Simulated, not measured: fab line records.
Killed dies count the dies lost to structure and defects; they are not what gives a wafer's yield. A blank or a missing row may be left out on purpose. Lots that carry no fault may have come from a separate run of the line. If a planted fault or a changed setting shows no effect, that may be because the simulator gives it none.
A lot that was struck, set against a sound lot / flow sfqLine / 42 out of 325 route steps
Sound: the wafers L990.1, L990.3, L990.5. Struck: wafers L997.1, L997.2, L997.3. At the end, the cause is stated.
For every step that has rows: the tool of each side, followed by ch and its chambers, followed by its first start. Under that, the readings that differ: sound wafers / struck wafers / difference of the means / sigmas: that difference in standard deviations of wafers without a fault.
alike: readings with means less than 2 such deviations apart, plus words and numbers identical on both sides. not compared: withheld readings, readings lacking a value on some wafer, bounds such as >300 that could conceal the same value, and numbers that have no deviation in the record and whose values overlap.
A row with sigmas, a row that says differs or no value, or rows on one side alone: a step with any of these is where the two part. When numbers do not overlap yet have no deviation, they are printed without sigmas and do not part them. Lack of a reading on every wafer of one side parts them only where that side has two or more wafers.

first, 6 steps without rows for these wafers: SFQ_TRILAYER_M1_LITHO_COAT_044 (resist thk 62 nm); SFQ_TRILAYER_M1_LITHO_COAT_039 (resist thk 600 nm); SFQ_TRILAYER_M1_LITHO_SOFTBAKE_043; SFQ_TRILAYER_M1_LITHO_EXPOSE_040 (exposes mask M1, target cd 500 nm); SFQ_TRILAYER_M1_LITHO_PEB_042 (peb time 60 s); SFQ_TRILAYER_M1_LITHO_DEVELOP_041 (time 60 s).
SFQ_M1_OVL_MEAS_911:
  sound: overlay-02 at day 15 20:02; struck: overlay-02 at day 18 18:58
  alike: M1_OVL
SFQ_TRILAYER_M1_BARC_OPEN_METAL_ETCH_054: etches BARC in O2, target depth 125 nm, time 41.7 s.
  sound on rieMetal-01 ch 0,1, day 15 20:05; struck on rieMetal-02 ch 0,1, day 18 19:00
  alike: drypumpMotorCurrentA, oesProductAu
  not compared: rfHoursCounterH
SFQ_TRILAYER_M1_ETCH_METAL_ETCH_042: etches Nb in Cl2/Ar, stops on SiO2, target depth 240 nm, time 120 s.
  sound on rieMetal-01 ch 0,1, day 15 20:08; struck on rieMetal-02 ch 0,1, day 18 19:04
  alike: drypumpMotorCurrentA, oesProductAu
  not compared: rfHoursCounterH
then, 3 steps without rows for these wafers: SFQ_TRILAYER_M1_STRIP_STRIP_043 (strips in O2); SFQ_TRILAYER_M1_STRIP_SOLV_CLEAN_044 (cleans in NMP, time 600 s); SFQ_TRILAYER_I1_DEP_PECVD_045 (deposits SiO2 from SiH4/N2O, time 111.11 s, target thk 500 nm).
SFQ_TRILAYER_I1_CMP_CMP_046: polishes SiO2.
  sound on cmp-02 ch 2,3, day 16 10:19; struck on cmp-01 ch 0,1,2, day 18 20:35
reading=timeToEndpointS (s); sound=205 205 217; struck=276 278 274; difference=+67; sigmas=+11
reading=model.SiO2_of_TRILAYER_I1_DEP_PECVD_045.thkNm (nm); sound=199.6 198.7 198.8; struck=304.1 305.8 303.7; difference=+105.5; sigmas=
  alike: motorCurrentA
SFQ_I1_BOW_MEAS_912:
  sound: filmMetro-04 at day 16 12:49; struck: filmMetro-01 at day 18 23:35
  alike: I1_BOW
SFQ_TRILAYER_I1_METRO_MEASURE_047:
  sound: filmMetro-04 at day 16 12:56; struck: filmMetro-01 at day 18 23:43
reading=thkNm (nm); sound=199.7 198.7 198.9; struck=304.4 305.8 303.6; difference=+105.5; sigmas=+99 or more
then, 6 steps without rows for these wafers: SFQ_TRILAYER_I1_VIA_LITHO_COAT_054 (resist thk 62 nm); SFQ_TRILAYER_I1_VIA_LITHO_COAT_049 (resist thk 650 nm); SFQ_TRILAYER_I1_VIA_LITHO_SOFTBAKE_053; SFQ_TRILAYER_I1_VIA_LITHO_EXPOSE_050 (exposes mask I1, target cd 500 nm); SFQ_TRILAYER_I1_VIA_LITHO_PEB_052 (peb time 60 s); SFQ_TRILAYER_I1_VIA_LITHO_DEVELOP_051 (time 60 s).
-- the record jumps here: 7 days lie between the struck wafers' starts before and after --
SFQ_I1_OVL_MEAS_913:
  sound: overlay-01 at day 23 05:10; struck: overlay-02 at day 25 18:22
  alike: I1_OVL
SFQ_TRILAYER_I1_VIA_BARC_OPEN_VIA_ETCH_071: etches BARC in O2, target depth 125 nm, time 41.7 s.
  sound on rieDiel-03 ch 0,1,3, day 23 05:13; struck on rieDiel-04 ch 0,1,2, day 25 18:25
  alike: drypumpMotorCurrentA, oesProductAu
  not compared: rfHoursCounterH
SFQ_TRILAYER_I1_VIA_ETCH_VIA_ETCH_052: etches SiO2 in CHF3, stops on Nb, target depth 260 nm.
  sound on rieDiel-03 ch 0,1,3, day 23 05:14; struck on rieDiel-04 ch 0,1,2, day 25 18:26
reading=oesProductAu (a.u.); sound=0.853 0.855 0.846; struck=1.007 0.997 1.003; difference=+0.151; sigmas=+33
reading=model.etch.depthNm (nm); sound=199.6 198.7 198.8; struck=264 257.3 262.6; difference=+62; sigmas=
reading=model.I1.featureDepthNm (nm); sound=199.6 198.7 198.8; struck=264 257.3 262.6; difference=+62; sigmas=
  alike: drypumpMotorCurrentA
SFQ_TRILAYER_I1_VIA_STRIP_STRIP_053: strips in O2.
  sound on rieMetal-04 ch 0,1, day 23 05:22; struck on rieMetal-03 ch 0,1, day 25 18:34
  alike: drypumpMotorCurrentA, oesProductAu
  not compared: rfHoursCounterH
then, 1 step without rows for these wafers: SFQ_TRILAYER_I1_VIA_STRIP_SOLV_CLEAN_054 (cleans in NMP, time 600 s).
SFQ_TRILAYER_M2_DEP_PRE_CLEAN_056: time 22.5 s.
  sound: pvdSputter-04 at day 23 06:08; struck: pvdSputter-04 at day 25 19:20
reading=model.SiO2_of_TRILAYER_I1_DEP_PECVD_045.thkNm (nm); sound=192.1 191.2 191.3; struck=296.6 298.3 296.2; difference=+105.5; sigmas=
then, 1 step without rows for these wafers: SFQ_TRILAYER_M2_DEP_SPUTTER_055 (material Nb, target thk 200 nm, time 133.3 s).
SFQ_M2_RS_MEAS_914: measures by four-point-probe.
  sound: filmMetro-02 at day 23 06:15; struck: filmMetro-02 at day 25 19:27
  alike: M2_NB_RS
then, 6 steps without rows for these wafers: SFQ_TRILAYER_M2_LITHO_COAT_062 (resist thk 62 nm); SFQ_TRILAYER_M2_LITHO_COAT_057 (resist thk 600 nm); SFQ_TRILAYER_M2_LITHO_SOFTBAKE_061; SFQ_TRILAYER_M2_LITHO_EXPOSE_058 (exposes mask M2, target cd 500 nm); SFQ_TRILAYER_M2_LITHO_PEB_060 (peb time 60 s); SFQ_TRILAYER_M2_LITHO_DEVELOP_059 (time 60 s).
SFQ_M2_OVL_MEAS_916:
  sound: overlay-01 at day 23 10:43; struck: overlay-01 at day 25 21:53
  alike: M2_OVL
then, 1 step without rows for these wafers: SFQ_TRILAYER_M2_BARC_OPEN_METAL_ETCH_077 (etches BARC in O2, target depth 125 nm, time 41.7 s).
SFQ_TRILAYER_M2_ETCH_METAL_ETCH_060: etches Nb in Cl2/Ar, stops on SiO2, target depth 240 nm, time 120 s.
  sound on rieMetal-03 ch 0,1, day 23 10:49; struck on rieMetal-04 ch 0,1, day 25 21:59
  alike: drypumpMotorCurrentA, oesProductAu
  not compared: rfHoursCounterH
then, 3 steps without rows for these wafers: SFQ_TRILAYER_M2_STRIP_STRIP_061 (strips in O2); SFQ_TRILAYER_M2_STRIP_SOLV_CLEAN_062 (cleans in NMP, time 600 s); SFQ_TRILAYER_I2_DEP_PECVD_063 (deposits SiO2 from SiH4/N2O, time 111.11 s, target thk 500 nm).
-- the record jumps here: 53 days lie between the struck wafers' starts before and after --
SFQ_M8_BOW_MEAS_951:
  sound: filmMetro-02 at day 75 08:46; struck: filmMetro-02 at day 78 21:59
reading=model.etest.i1.linkOhm; sound=1.975 1.962 1.96; struck=1e+06 1e+06 1e+06; difference=+1e+06; sigmas=
  alike: M8_BOW

WHERE THEY PART
Earliest at SFQ_TRILAYER_I1_CMP_CMP_046; latest, in this record, at SFQ_TRILAYER_I1_VIA_ETCH_VIA_ETCH_052. Later steps at which nothing parts them and some readings are alike: SFQ_TRILAYER_I1_VIA_STRIP_STRIP_053, SFQ_M2_RS_MEAS_914, SFQ_M2_OVL_MEAS_916, SFQ_TRILAYER_M2_ETCH_METAL_ETCH_060, SFQ_M8_BOW_MEAS_951.

WHY: whatever the simulator had introduced
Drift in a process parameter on cmp-01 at SFQ_TRILAYER_I1_CMP_CMP_046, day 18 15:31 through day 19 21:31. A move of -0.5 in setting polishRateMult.
